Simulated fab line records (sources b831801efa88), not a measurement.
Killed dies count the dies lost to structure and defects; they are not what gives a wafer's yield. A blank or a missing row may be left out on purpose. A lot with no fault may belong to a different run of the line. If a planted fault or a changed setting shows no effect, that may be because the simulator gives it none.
Split-lot experiment ; flow sky130 ; 23 wafers read across 5 lots, on a route 708 steps long

== ABOUT THE SPLIT ==
At SKY_METAL4_SPUTTER_02 (material AlCu, target thk 735 nm, time 39.1 s), the setting powerW was moved away from the recipe's 10600 W on 5 of the 23 wafers read, by +5.3% to +7.5%. This setting was run at the recipe's value on the other wafers.

== FROM THE SPLIT TO THE READING: what the file shows between them, 4 steps ==
- SKY_CAP2M_DEVELOP_11: develop time 60 s (also split here: devTempC)
- SKY_CAP2M_METAL_ETCH_13: etches TiN in Cl2/BCl3, stops on SiO2, target depth 220 nm, time 62.9 s (also split here: biasW)
- SKY_METAL4_COAT_08: resist thk 1140 nm (also split here: spinRpm)
- SKY_METAL4_ETCH_17: etches SiO2 in C4F8/O2/Ar, stops on TiN, time 3.9 s, target depth 15 nm (also split here: sourceW)

== THE READING ==
oesProductAu, in a.u., at SKY_METAL4_METAL_ETCH_18 (etches the open film in Cl2/BCl3, stops on SiO2, target depth 845 nm, time 183.1 s). Typical for fault-free wafers on this fab line: 0.865 a.u., with standard deviation 0.0066 a.u.

wafer;tool, chamber at the split;powerW as run, W;against the recipe;oesProductAu, a.u.;against lot-mates on the recipe
L074.1;pvdSputter-04, -;11390;+7.5%;0.904;+0.037
L074.2;pvdSputter-04, -;11390;+7.5%;0.898;+0.031
L074.3;pvdSputter-04, -;10600;recipe;0.867;-
L074.4;pvdSputter-04, -;10600;recipe;0.864;-
L074.6;pvdSputter-04, -;10600;recipe;0.870;-
L077.1;pvdSputter-04, -;10600;recipe;0.869;-
L077.2;pvdSputter-04, -;10600;recipe;0.867;-
L077.4;pvdSputter-04, -;10600;recipe;0.863;-
L077.5;pvdSputter-04, -;10600;recipe;0.864;-
L077.6;pvdSputter-04, -;10600;recipe;0.871;-
L081.1;pvdSputter-04, -;11160;+5.3%;0.869;+0.008
L081.2;pvdSputter-04, -;10600;recipe;0.869;-
L081.3;pvdSputter-04, -;11160;+5.3%;0.878;+0.017
L081.4;pvdSputter-04, -;10600;recipe;0.852;-
L081.5;pvdSputter-04, -;11160;+5.3%;0.874;+0.013
L084.2;pvdSputter-01, -;10600;recipe;0.864;-
L084.3;pvdSputter-01, -;10600;recipe;0.864;-
L084.4;pvdSputter-01, -;10600;recipe;0.864;-
L084.5;pvdSputter-01, -;10600;recipe;0.865;-
L084.6;pvdSputter-01, -;10600;recipe;0.870;-
L085.1;pvdSputter-04, -;10600;recipe;0.867;-
L085.3;pvdSputter-04, -;10600;recipe;0.873;-
L085.6;pvdSputter-04, -;10600;recipe;0.865;-

THE FIT
A straight line over all 23 wafers: oesProductAu changes by +0.00338 a.u. for each +1% of powerW; r = +0.81; the points scatter about the line by 0.0066 a.u.
The same after taking each lot's own level away (the mean of its wafers on the recipe; 23 wafers): +0.00372 a.u. for each +1%; r = +0.89; scatter 0.005 a.u.
Per that fit: largest powerW move, reading shift of 0.028 a.u.
The lots' own levels span 0.8605 to 0.8683 a.u., that is 1.2 times the standard deviation above.
So the lot-to-lot level changes the slope little: the two slopes agree.
Check: with one of the wafers moved furthest among these (+7.5%) left out of the fit, the line predicts +0.0236 a.u. for it against its lot-mates. Against them it came out at +0.037 a.u.

== THESE WAFERS: OTHER SPLITS ==
Before the reading, these wafers also passed through other splits. Each is held against what the fit with the lots' levels taken away leaves over:
other split on the same wafers;wafers away from the commonest value;r with oesProductAu (lot level and that fit taken away)
SKY_METAL3_SPUTTER_01 powerW;7;-0.13
SKY_CAPM_SPUTTER_02 powerW;5;-0.08
SKY_CAPM_METAL_ETCH_13 timeS;12;-0.36
SKY_VIA3_ETCH_14 timeS;6;+0.10
SKY_CAP2M_DEVELOP_11 devTempC;8;-0.10
SKY_CAP2M_METAL_ETCH_13 biasW;8;-0.36
SKY_METAL4_COAT_08 spinRpm;10;-0.25
SKY_METAL4_ETCH_17 sourceW;9;-0.33

== THE WHOLE CHAIN: every reading that the file lists as answering this split, in the file's order ==
step;what it does;reading;change (the file's fit);r (the file's)
SKY_METAL4_SPUTTER_02;material AlCu, target thk 735 nm, time 39.1 s;AlCu_of_METAL4_SPUTTER_02.thkNm (the simulator's own value, which no gauge read);+7.29 nm for each +1% of the setting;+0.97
SKY_METAL4_METAL_ETCH_18;etches the open film in Cl2/BCl3, stops on SiO2, target depth 845 nm, time 183.1 s;oesProductAu;+0.00384 a.u. for each +1% of the setting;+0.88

== FILE'S OWN FIT ==
oesProductAu changes by +0.00384 a.u. for each +1% of powerW, r = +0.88.
